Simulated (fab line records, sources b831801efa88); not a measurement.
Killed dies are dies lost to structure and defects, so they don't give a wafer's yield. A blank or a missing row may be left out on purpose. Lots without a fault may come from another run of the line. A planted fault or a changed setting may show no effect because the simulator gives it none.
Chamber matching | flow gf180mcu | GF_V1_CMP_26 on cmp-01: 4 sister chambers
The step polishes, stops on SiO2, t overpolish 15 s, target thk 0 nm. 4 wafers are shown with their chamber, then 7 later ones without.

WAFERS WITH THEIR CHAMBER
wafer  | chamber | motor_current_A (A)
L540.3 | 3       | 12.5
L540.5 | 0       | 11.6
L544.1 | 1       | 9.9
L544.3 | 2       | 10.7

WAFERS WITHOUT THEIR CHAMBER
wafer  | motor_current_A (A)
L544.5 | 10.4
L546.3 | 12.5
L546.4 | 12.8
L546.6 | 12.6
L553.2 | 11.2
L553.3 | 10.0
L553.5 | 12.5

WHICH CHAMBER EACH WENT THROUGH
wafer  | from the rows above     | in truth
L544.5 | can't be placed: 2 or 1 | 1
L546.3 | 3                       | 3
L546.4 | 3                       | 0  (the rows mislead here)
L546.6 | 3                       | 3
L553.2 | can't be placed: 0 or 2 | 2
L553.3 | 1                       | 1
L553.5 | 3                       | 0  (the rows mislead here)
Placed correctly: 3 of 7. Can't be placed from these rows: 2 (the true chamber is among the candidates in 2). Placed wrongly: 2.
How it was worked out, from the rows above alone: a wafer's distance from a chamber is the root of the sum, over the readings, of the square of ((its reading less the chamber's mean) divided by the reading's scatter). The wafer belongs to the nearest chamber; if the next one is less than 2 further off, it can't be placed. A chamber's mean is the mean of its shown wafers. The scatter: with one shown wafer a chamber, the root of the mean of the squares of how far each hidden wafer lies from its nearest shown one.
